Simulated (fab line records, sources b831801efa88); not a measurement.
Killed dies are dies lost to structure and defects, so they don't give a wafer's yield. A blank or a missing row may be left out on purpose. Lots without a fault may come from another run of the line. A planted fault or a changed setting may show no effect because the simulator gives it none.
Tool commonality check | flow gf180mcu | 13 lots, 39 wafers sampled

WHY IT WAS OPENED
At GF_MVSD_TW_MEAS_11 the reading MVSD_TW is flagged on 2 of 13 lots. Wafers without a fault read 1587, standard deviation 8.9.
Rule: a lot is flagged when every wafer of it that has a number lies more than 4 standard deviations from that mean, or none has a number. The other lots count as sound.

lot  | measured    | on            | MVSD_TW, wafer by wafer | flag
L934 | day 4 16:34 | film_metro-04 | 1570 1577 1583          |
L935 | day 4 20:20 | film_metro-04 | 1584 1574 1573          |
L936 | day 5 04:04 | film_metro-02 | 1594 1596 1590          |
L938 | day 5 13:58 | film_metro-03 | 1588 1588 1570          |
L939 | day 5 20:41 | film_metro-04 | 1584 1580 1584          |
L940 | day 6 01:09 | film_metro-03 | 1580 1580 1576          |
L941 | day 6 06:47 | film_metro-03 | 1588 1596 1596          |
L944 | day 7 02:18 | film_metro-03 | 1587 1587 1573          |
L945 | day 7 03:26 | film_metro-04 | 1596 1582 1585          |
L949 | day 8 08:00 | film_metro-03 | 1597 1590 1590          |
L952 | day 9 00:33 | film_metro-03 | 1575 1574 1580          |
L954 | day 9 12:35 | film_metro-04 | 2394 2387 2380          | FLAGGED
L955 | day 9 17:47 | film_metro-02 | 2432 2421 2407          | FLAGGED
The numbers of the flagged lots are 2404 on average: +816 against the usual, or +92 standard deviations.

WHICH TOOL RAN EACH LOT
The record holds 1 process step before the reading, out of a route of 602 steps. In each cell: the tool, then ch and the chambers that the sampled wafers went through, then the start.
lot  | flag    | GF_MVSD_IMPLANT_08
L934 |         | implanter-04 ch 0, day 4 16:10
L935 |         | implanter-01 ch 0, day 4 19:56
L936 |         | implanter-04 ch 0, day 5 03:40
L938 |         | implanter-04 ch 0, day 5 13:33
L939 |         | implanter-04 ch 0, day 5 20:19
L940 |         | implanter-04 ch 0, day 6 00:46
L941 |         | implanter-04 ch 0, day 6 06:23
L944 |         | implanter-01 ch 0, day 7 01:55
L945 |         | implanter-04 ch 0, day 7 03:02
L949 |         | implanter-01 ch 0, day 8 07:37
L952 |         | implanter-01 ch 0, day 9 00:10
L954 | FLAGGED | implanter-04 ch 0, day 9 12:11
L955 | FLAGGED | implanter-02 ch 0, day 9 17:23
What these steps do:
- GF_MVSD_IMPLANT_08
- GF_MVSD_TW_MEAS_11

FLAGGED OVER TOTAL, TOOL BY TOOL (the gauges that took the reading come last)
step               | tool          | lots run | flagged | share of the flagged lots | sound lots run after its first flagged lot
GF_MVSD_IMPLANT_08 | implanter-01  | 4        | 0       | none                      | -
GF_MVSD_IMPLANT_08 | implanter-02  | 1        | 1       | some                      | 0
GF_MVSD_IMPLANT_08 | implanter-04  | 8        | 1       | some                      | 0
GF_MVSD_TW_MEAS_11 | film_metro-02 | 2        | 1       | some                      | 0
GF_MVSD_TW_MEAS_11 | film_metro-03 | 6        | 0       | none                      | -
GF_MVSD_TW_MEAS_11 | film_metro-04 | 5        | 1       | some                      | 0

WHAT THE TABLE ALLOWS
No row of the table ran every flagged lot.

WHAT THE SIMULATOR HAD PUT IN
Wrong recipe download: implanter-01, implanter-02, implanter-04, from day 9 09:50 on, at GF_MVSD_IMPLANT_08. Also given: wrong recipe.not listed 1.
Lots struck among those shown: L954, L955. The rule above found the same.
